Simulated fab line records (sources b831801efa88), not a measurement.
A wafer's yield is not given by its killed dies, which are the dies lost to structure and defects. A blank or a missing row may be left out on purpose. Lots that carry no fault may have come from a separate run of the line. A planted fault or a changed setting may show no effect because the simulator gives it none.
Chamber matching / flow sky130 / SKY_VIA1_ETCH_15 on rieDiel-04 has 4 sister chambers
The step etches SiO2 in C4F8/O2/Ar, stops on TiN, target depth 351 nm, time 54 s. 16 wafers are shown with their chamber, then 8 later ones without.

EACH WAFER AND ITS CHAMBER
wafer=L074.1; chamber=0; biasW (W)=1196; oesProductAu (a.u.)=0.991
wafer=L074.4; chamber=1; biasW (W)=1196; oesProductAu (a.u.)=0.981
wafer=L074.5; chamber=3; biasW (W)=1197; oesProductAu (a.u.)=0.982
wafer=L075.3; chamber=3; biasW (W)=1208; oesProductAu (a.u.)=0.983
wafer=L075.4; chamber=3; biasW (W)=1198; oesProductAu (a.u.)=0.967
wafer=L075.6; chamber=0; biasW (W)=1201; oesProductAu (a.u.)=0.984
wafer=L077.2; chamber=2; biasW (W)=1204; oesProductAu (a.u.)=0.978
wafer=L077.3; chamber=3; biasW (W)=1206; oesProductAu (a.u.)=0.974
wafer=L077.4; chamber=0; biasW (W)=1196; oesProductAu (a.u.)=0.976
wafer=L082.2; chamber=3; biasW (W)=1207; oesProductAu (a.u.)=0.986
wafer=L082.3; chamber=2; biasW (W)=1200; oesProductAu (a.u.)=0.987
wafer=L082.5; chamber=0; biasW (W)=1200; oesProductAu (a.u.)=0.977
wafer=L081.1; chamber=3; biasW (W)=1202; oesProductAu (a.u.)=0.976
wafer=L081.5; chamber=3; biasW (W)=1197; oesProductAu (a.u.)=0.974
wafer=L081.6; chamber=2; biasW (W)=1209; oesProductAu (a.u.)=0.973
wafer=L087.4; chamber=2; biasW (W)=1204; oesProductAu (a.u.)=0.978

SIGNATURES, as means of the wafers listed above
reading=biasW; chamber 0=1198.25; chamber 1=1196.00; chamber 2=1204.25; chamber 3=1202.14; scatter within a chamber=4.13
reading=oesProductAu; chamber 0=0.98200; chamber 1=0.98100; chamber 2=0.97900; chamber 3=0.97743; scatter within a chamber=0.0065
Rule: for a wafer and a chamber, the distance is found by dividing, reading by reading, the gap between the wafer's reading and the chamber's mean by the reading's scatter, squaring, summing and taking the root. The wafer belongs to the nearest chamber; if the next one is less than 2 further off, it can't be placed. The scatter: the root of (the sum of the squares of (reading less its chamber's mean) over the shown wafers, divided by (wafers less chambers)).

WAFERS MISSING THEIR CHAMBER
wafer=L087.5; biasW (W)=1193; oesProductAu (a.u.)=0.979
wafer=L087.6; biasW (W)=1200; oesProductAu (a.u.)=0.970
wafer=L090.2; biasW (W)=1195; oesProductAu (a.u.)=0.978
wafer=L090.4; biasW (W)=1196; oesProductAu (a.u.)=0.984
wafer=L090.5; biasW (W)=1196; oesProductAu (a.u.)=0.985
wafer=L095.1; biasW (W)=1200; oesProductAu (a.u.)=0.976
wafer=L095.3; biasW (W)=1212; oesProductAu (a.u.)=0.974
wafer=L095.5; biasW (W)=1202; oesProductAu (a.u.)=0.979

EACH ONE'S CHAMBER
wafer=L087.5; from the rows above=can't be placed: 1 or 0 or 3 or 2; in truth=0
wafer=L087.6; from the rows above=can't be placed: 3 or 2 or 0 or 1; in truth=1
wafer=L090.2; from the rows above=can't be placed: 1 or 0 or 3 or 2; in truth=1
wafer=L090.4; from the rows above=can't be placed: 1 or 0 or 3 or 2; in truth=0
wafer=L090.5; from the rows above=can't be placed: 1 or 0 or 3 or 2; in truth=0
wafer=L095.1; from the rows above=can't be placed: 3 or 0 or 2 or 1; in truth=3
wafer=L095.3; from the rows above=can't be placed: 2 or 3 or 0 or 1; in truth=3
wafer=L095.5; from the rows above=can't be placed: 3 or 2 or 0 or 1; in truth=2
Correctly placed: 0 of 8. These rows do not allow placing 8 (true chamber among the candidates in 8). 0 placed wrongly.
